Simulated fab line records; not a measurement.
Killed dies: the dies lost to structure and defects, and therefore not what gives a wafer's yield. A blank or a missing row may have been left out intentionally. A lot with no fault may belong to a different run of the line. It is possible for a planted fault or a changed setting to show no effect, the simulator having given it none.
A struck lot beside a sound one ; flow sky130 ; 36 steps out of a route of 708
Sound: these wafers, L994.2, L994.3, L994.4. The struck wafers were L102.1, L102.3, L102.5. The cause is named last.
For every step that has rows: the tool of each side, followed by ch and its chambers, followed by its first start. Under that, the readings that differ: sound wafers ; struck wafers ; difference of the means ; sigmas: that difference in standard deviations of wafers without a fault.
alike: a reading whose means differ by less than 2 such deviations, as well as words and numbers matching on both sides. not compared: withheld readings; readings where some wafer has no value; bounds like >300 that might hide an equal value; numbers whose values overlap and for which the record gives no deviation.
A row with sigmas, a row that says differs or no value, or rows on one side alone: a step with any of these is where the two part. When numbers do not overlap yet have no deviation, they are printed without sigmas and do not part them. A reading missing from all wafers of one side parts the sides only when that side holds two or more wafers.

first, 10 steps without rows for these wafers: SKY_POLY_CUT_ETCH_10 (etches BARC in N2/H2, stops on SiO2, time 45.9 s, target depth 60 nm); SKY_POLY_CUT_ETCH_11 (etches Si3N4 in CF4/CH2F2/Ar, stops on poly-Si, time 42.5 s, target depth 60 nm); SKY_POLY_CUT_STRIP_12 (strips in O2/N2); SKY_SD_P_DEHYDRATE_00 (time 60 s); SKY_SD_P_HMDS_01 (prime time 60 s); SKY_SD_P_COAT_02 (resist thk 1140 nm); SKY_SD_P_SOFTBAKE_03 (time 60 s); SKY_SD_P_EXPOSE_04 (exposes mask PSDM, target cd 380 nm); SKY_SD_P_PEB_05; SKY_SD_P_DEVELOP_06 (develop time 60 s).
SKY_SD_P_IMPLANT_09:
  sound on implanter-03 ch 0, day 25 04:13; struck on implanter-03 ch 0, day 28 09:35
reading;sound;struck;difference;sigmas
beamEnergyKeV;19.995 20.003 20.011;14.037 14.032 14.031;-5.970;-99 or more
model.implant.rpNm (nm);16.93 16.93 16.93;13.44 13.44 13.44;-3.49;
model.implant.drpNm (nm);9.746 9.746 9.746;7.593 7.593 7.593;-2.153;
  alike: doseIonsCm2
SKY_SD_P_STRIP_10: strips in O2/N2.
  sound on plasmaAsher-02 ch 0,1, day 25 04:20; struck on plasmaAsher-04 ch 0,1, day 28 09:44
reading;sound;struck;difference;sigmas
oesProductAu (a.u.);0.617 0.613 0.616;0.633 0.634 0.634;+0.018;+4
stripTimeToEndpointS (s);17.50 17.46 17.51;16.56 16.58 16.55;-0.93;-29
  alike: drypumpMotorCurrentA
  not compared: rfHoursCounterH
SKY_SD_P_TW_MEAS_11:
  sound on filmMetro-04 at day 25 04:26; struck on filmMetro-02 at day 28 09:50
reading;sound;struck;difference;sigmas
SD_P_TW;2836 2838 2839;2558 2572 2563;-273;-21
then, 21 steps without rows for these wafers: SKY_RES_XHIGH_DEHYDRATE_00 (time 60 s); SKY_RES_XHIGH_HMDS_01 (prime time 60 s); SKY_RES_XHIGH_COAT_02 (resist thk 1140 nm); SKY_RES_XHIGH_SOFTBAKE_03 (time 60 s); SKY_RES_XHIGH_EXPOSE_04 (exposes mask URPM, target cd 1270 nm); SKY_RES_XHIGH_PEB_05; SKY_RES_XHIGH_DEVELOP_06 (develop time 60 s); SKY_RES_XHIGH_IMPLANT_07; SKY_RES_XHIGH_STRIP_08 (strips in O2/N2); SKY_SD_N_DEHYDRATE_00 (time 60 s); SKY_SD_N_HMDS_01 (prime time 60 s); SKY_SD_N_COAT_02 (resist thk 1140 nm); SKY_SD_N_SOFTBAKE_03 (time 60 s); SKY_SD_N_EXPOSE_04 (exposes mask NSDM, target cd 380 nm); SKY_SD_N_PEB_05; SKY_SD_N_DEVELOP_06 (develop time 60 s); SKY_SD_N_IMPLANT_09; SKY_SD_N_IMPLANT_10; SKY_SD_N_STRIP_11 (strips in O2/N2); SKY_SD_N_CLEAN_13 (cleans in SC1/SC2, time 150 s); SKY_SD_N_RTA_14 (time 2 s).
-- the record jumps here: 2 days lie between the struck wafers' starts before and after --
SKY_SD_N_RS_MEAS_17: uses a four-point probe to measure.
  sound on filmMetro-04 at day 27 17:18; struck on filmMetro-02 at day 30 19:34
reading;sound;struck;difference;sigmas
SD_P_RS (ohm/sq);146.4 146.3 146.0;170.7 170.8 171.7;+24.8;+61
-- a jump in the record: the struck wafers' starts before and after are 17 days apart (it breaks off in module SD_N and resumes in module PAD_OPEN, where the first step shown is number 708 of the route) --
SKY_PAD_OPEN_PROBE_99:
  sound on prober-01 at day 45 15:17; struck on prober-02 at day 47 21:41
reading;sound;struck;difference;sigmas
model.etest.pfet_01v8.rOnOhmUm;2930 2989 2960;3136 3119 3081;+152;
model.etest.resPdiff.lineOhmUm;1386 1399 1404;1510 1524 1525;+123;
model.etest.resPdiffHv.rsOhmSq;195.3 194.4 194.7;225.2 222.3 227.6;+30.2;
model.etest.resPdiff.rsOhmSq;200.3 200.8 198.3;223 224.5 224.4;+24;
model.etest.pfet_01v8.driveUaUm;191.7 185.1 189.2;176.1 176.9 177.5;-11.8;
model.etest.pfet_01v8_hvt.driveUaUm;140.6 138.4 139.4;130.2 130.6 131.3;-8.8;
  alike: killed_at_M0_to_M3, killed_at_M4_up, killedAtContacts, killedAtFrontEnd, killedAtOther, killedDies, killedOpen, killedShort
  not compared: model.etest.pfetG5v0d10v5.rOnOhmUm, model.etest.sramPfetLatch.driveUaUm

## WHERE THEY PART
Last at SKY_SD_N_RS_MEAS_17 as far as this record goes, first at SKY_SD_P_IMPLANT_09. Later steps at which nothing parts them and some readings are alike: SKY_PAD_OPEN_PROBE_99.

WHY: what the simulator had put in
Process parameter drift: implanter-03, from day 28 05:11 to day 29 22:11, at SKY_SD_P_IMPLANT_09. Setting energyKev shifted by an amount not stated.
